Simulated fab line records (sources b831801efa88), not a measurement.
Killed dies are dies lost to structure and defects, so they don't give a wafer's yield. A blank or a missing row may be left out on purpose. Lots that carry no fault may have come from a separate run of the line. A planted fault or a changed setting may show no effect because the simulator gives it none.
Problem report in the 8D (eight disciplines) form, filled by code + flow sky130 + the parts of the form that need people (team, actions taken, sign-off) are left out

1. WHAT IS WRONG
SKY_VIA1_ETCH_14, oes_product_au: mean 0.922 a.u. on 2 wafers (1 lot); fault-free wafers 0.855 a.u., standard deviation 0.0047. That is +14 standard deviations from the usual mean.
The step: etches BARC in N2/H2, stops on SiO2, time 45.9 s, target depth 60 nm.
Earliest sighting: wafer L104.2 on rie_diel-04 at day 39 12:29. The record has a number at this step for 15 wafers belonging to 5 lots. By rule, "out" or "out of limits" means more than 4 standard deviations away from the usual mean. Any other wafer with a number is counted as sound.

2. WHAT IT IS, WHAT IT ISN'T
| question                    | is                           | is not                                                                   |
|-----------------------------|------------------------------|--------------------------------------------------------------------------|
| which readings at this step | oes_product_au, run_length_s | drypump_motor_current_A, throttle_valve_pct                              |
| which lots                  | L104                         | L109, L110, L989, L990                                                   |
| which wafers of those lots  | L104.2, L104.6               | L104.4                                                                   |
| read on which tools         | rie_diel-04                  | rie_diel-01, rie_diel-02                                                 |
| when                        | from day 39 12:29            | up to then (7 sound wafers); but 6 sound wafers of L109, L110 came after |

3. WHAT RULES OUT EACH SUSPECT
Counting: any tool at a process step up to the reading remains a suspect provided it ran every lot that is out. Sound lots after the first of them don't rule it out here, since some wafers of a struck lot are sound.
- cmp-02 at SKY_VIA1_CMP_02 (polishes SiO2): kept. L104, the lot that is out, went through it at day 38 11:07; up to then, the latest sound lot through it was L990 at day 34 16:35.
- rie_diel-04 at SKY_VIA1_ETCH_14 (etches BARC in N2/H2, stops on SiO2, time 45.9 s, target depth 60 nm): kept. L104, the lot that is out, went through it at day 39 12:29; up to then, the latest sound lot through it was L990 at day 35 19:14. Its own oes_product_au, run_length_s readings are out on those wafers.
- Within cmp-02 at SKY_VIA1_CMP_02: the wafers that are out ran in chambers 0, 1; their sound lot-mates ran in chamber 3.
- At SKY_VIA1_ETCH_14 on rie_diel-04, chamber 1 took the sound wafers of the same lots and chamber 3 took the wafers that are out.
Left after counting: cmp-02 at SKY_VIA1_CMP_02, rie_diel-04 at SKY_VIA1_ETCH_14.

4. THE CAUSE (what the simulator had put in)
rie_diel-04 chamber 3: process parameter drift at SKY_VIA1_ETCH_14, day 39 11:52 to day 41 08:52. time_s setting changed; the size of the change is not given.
After counting, 2 suspects remain, this tool included.

5. THE CHAIN OF EFFECTS, in route order
One row per reading whose mean, taken over the struck wafers that have a number, lies over 3 standard deviations from the usual. Only readings whose record carries a usual standard deviation are examined. hours: median over the lots of the time between each lot's start at the first step of this table that gives one and its start at this step. sigmas: the change, counted in usual standard deviations.
| hours | step             | reading        | usual      | on struck wafers | change | sigmas |
|-------|------------------|----------------|------------|------------------|--------|--------|
| 0     | SKY_VIA1_ETCH_14 | oes_product_au | 0.855 a.u. | 0.922            | +0.067 | +14    |
| 0     | SKY_VIA1_ETCH_14 | run_length_s   | 74.1 s     | 70.3             | -3.8   | -7.8   |
Its process steps:
- SKY_VIA1_ETCH_14: etches BARC in N2/H2, stops on SiO2, time 45.9 s, target depth 60 nm.

6. WHAT WOULD HAVE CAUGHT IT SOONER
In this record the first reading out of limits was taken at day 39 12:29, 1 hour after the fault began at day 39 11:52.
